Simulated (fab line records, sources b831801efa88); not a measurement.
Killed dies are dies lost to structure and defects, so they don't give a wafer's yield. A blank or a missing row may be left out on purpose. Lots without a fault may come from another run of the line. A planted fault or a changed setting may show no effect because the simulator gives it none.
Which tool did it? | flow gf180mcu | 15 lots, 45 wafers sampled, at 4 steps of a route of 602

WHAT THE GAUGES READ, wafer by wafer
GF_NSD_OVL_MEAS_08. Usual: NSD_OVL -0.9 nm, standard deviation 1.5.
lot  | measured     | on         | NSD_OVL (nm)   | flag
L367 | day 13 05:36 | overlay-02 | -4.5 -2.8 -3.6 |
L368 | day 13 12:51 | overlay-02 | -0.9 -2.0 -2.4 |
L369 | day 14 01:08 | overlay-01 | 0.5 1.6 -0.9   |
L371 | day 14 17:57 | overlay-01 | 0.3 -0.5 -1.1  |
L372 | day 15 00:01 | overlay-02 | 0.5 -0.4 0.8   |
L374 | day 15 23:31 | overlay-01 | -1.7 0.4 0.1   |
L375 | day 15 23:41 | overlay-02 | -1.6 -0.4 -0.6 |
L376 | day 16 15:56 | overlay-02 | -1.0 -0.9 -1.2 |
L377 | day 16 23:32 | overlay-02 | -2.9 -0.9 -1.9 |
L378 | day 17 01:57 | overlay-02 | -0.5 -1.0 -1.9 |
L381 | day 18 07:56 | overlay-01 | -0.2 0.3 0.1   |
L382 | day 18 14:28 | overlay-02 | 0.3 0.6 0.6    |
L383 | day 19 05:55 | overlay-02 | -1.3 -1.8 -1.1 |
L389 | day 20 23:14 | overlay-02 | -2.2 -2.2 -1.0 |
L390 | day 21 05:17 | overlay-01 | -1.5 -2.6 -2.6 |

GF_SALICIDE_RS_MEAS_04: measures by four-point-probe. Usual: SALICIDE_TIN_RS 16.30 ohm/sq, standard deviation 0.25.
lot  | measured     | on            | SALICIDE_TIN_RS (ohm/sq) | flag
L367 | day 15 00:02 | film_metro-02 | 16.06 16.31 16.59        |
L368 | day 15 07:17 | film_metro-01 | 16.39 16.11 16.07        |
L369 | day 15 22:01 | film_metro-02 | 16.71 16.16 16.62        |
L371 | day 16 14:49 | film_metro-03 | 16.23 16.31 16.08        |
L372 | day 16 22:12 | film_metro-01 | 16.56 16.41 16.57        |
L374 | day 17 22:34 | film_metro-02 | 15.99 16.05 15.96        |
L375 | day 17 23:03 | film_metro-03 | 16.07 16.15 16.07        |
L376 | day 18 15:33 | film_metro-01 | 16.03 16.22 16.06        |
L377 | day 19 00:58 | film_metro-02 | 16.22 16.44 16.26        |
L378 | day 19 02:04 | film_metro-02 | 16.19 16.18 16.15        |
L389 | day 22 23:29 | film_metro-02 | 16.10 16.14 16.28        |
L390 | day 23 05:34 | film_metro-02 | 15.99 16.24 15.99        |

WHICH TOOL RAN EACH LOT (tool, then ch and the chambers of the sampled wafers, then the start)
lot  | GF_SAB_DEVELOP_08                 | GF_SALICIDE_SPUTTER_03
L367 | litho_track-03 ch 0, day 14 23:19 | pvd_sputter-03, day 15 00:01
L368 | litho_track-02 ch 0, day 15 06:31 | pvd_sputter-01, day 15 07:16
L369 | litho_track-02 ch 0, day 15 21:19 | pvd_sputter-01, day 15 21:59
L371 | litho_track-02 ch 0, day 16 14:07 | pvd_sputter-02, day 16 14:47
L372 | litho_track-03 ch 0, day 16 21:30 | pvd_sputter-03, day 16 22:10
L374 | litho_track-03 ch 0, day 17 21:52 | pvd_sputter-01, day 17 22:31
L375 | litho_track-02 ch 0, day 17 22:20 | pvd_sputter-02, day 17 23:01
L376 | litho_track-01 ch 0, day 18 14:49 | pvd_sputter-02, day 18 15:30
L377 | litho_track-01 ch 0, day 19 00:16 | pvd_sputter-01, day 19 00:55
L378 | litho_track-03 ch 0, day 19 01:22 | pvd_sputter-03, day 19 02:03
L381 | litho_track-03, day 20 08:25      | -
L382 | litho_track-01, day 20 14:59      | -
L383 | litho_track-01, day 21 07:19      | -
L389 | litho_track-03 ch 0, day 22 22:48 | pvd_sputter-01, day 22 23:26
L390 | litho_track-02 ch 0, day 23 04:52 | pvd_sputter-03, day 23 05:33
- GF_SAB_DEVELOP_08: develop time 60 s.
- GF_SALICIDE_SPUTTER_03: material TiN, target thk 20 nm, time 16.7 s.

WHAT THE TOOLS THEMSELVES READ (means of the sampled wafers that have a number; where no wafer has one, the mark that the record gives instead)
GF_SAB_DEVELOP_08. Usual: chill_plate_temp_C 23.00 C, standard deviation 0.1.
lot  | tool           | chill_plate_temp_C (C) | flag
L367 | litho_track-03 | 23.04                  |
L368 | litho_track-02 | 23.00                  |
L369 | litho_track-02 | 22.92                  |
L371 | litho_track-02 | 22.94                  |
L372 | litho_track-03 | 23.11                  |
L374 | litho_track-03 | 22.91                  |
L375 | litho_track-02 | 22.99                  |
L376 | litho_track-01 | 23.01                  |
L377 | litho_track-01 | 23.01                  |
L378 | litho_track-03 | 23.03                  |
L381 | litho_track-03 | -                      | OFF
L382 | litho_track-01 | -                      | OFF
L383 | litho_track-01 | -                      | OFF
L389 | litho_track-03 | 23.04                  |
L390 | litho_track-02 | 22.99                  |

GF_SALICIDE_SPUTTER_03. Usual: chamber_pressure_pa 0.4001 Pa, standard deviation 0.00075; throttle_valve_pct 30.1 %, standard deviation 0.78.
lot  | tool           | chamber_pressure_pa (Pa) | throttle_valve_pct (%) | flag
L367 | pvd_sputter-03 | 0.4001                   | 30.5                   |
L368 | pvd_sputter-01 | 0.3993                   | 30.0                   |
L369 | pvd_sputter-01 | 0.4005                   | 29.9                   |
L371 | pvd_sputter-02 | 0.4004                   | 29.6                   |
L372 | pvd_sputter-03 | 0.4005                   | 29.8                   |
L374 | pvd_sputter-01 | 0.4000                   | 30.3                   |
L375 | pvd_sputter-02 | 0.4001                   | 30.0                   |
L376 | pvd_sputter-02 | 0.3992                   | 30.0                   |
L377 | pvd_sputter-01 | 0.4000                   | 30.2                   |
L378 | pvd_sputter-03 | 0.4006                   | 29.8                   |
L389 | pvd_sputter-01 | 0.3999                   | 29.9                   |
L390 | pvd_sputter-03 | 0.3999                   | 31.4                   |

THE ANSWER, worked out from the rows above alone
Rule: a lot is off if the mean of its wafers that have a number lies more than 3 standard deviations from the usual mean. A lot without any number at a reading at which 4 lots or more have one is off too. The other lots that the step has rows for count as sound. The gauges are gone through in route order, then the tools' own readings, and for those a lot's mean is taken as printed above. The first step at which some lot is off is used, and at that step the reading that is off furthest; a lot without a number counts as furthest.
Off: L381, L382, L383, at GF_SAB_DEVELOP_08 (chill_plate_temp_C). Without a number there: L381, L382, L383.
A tool fits if, at that step or a process step before it, it ran every lot that is off, and no sound lot after the first of them. None of those tried fits.

WHAT THE SIMULATOR HAD PUT IN
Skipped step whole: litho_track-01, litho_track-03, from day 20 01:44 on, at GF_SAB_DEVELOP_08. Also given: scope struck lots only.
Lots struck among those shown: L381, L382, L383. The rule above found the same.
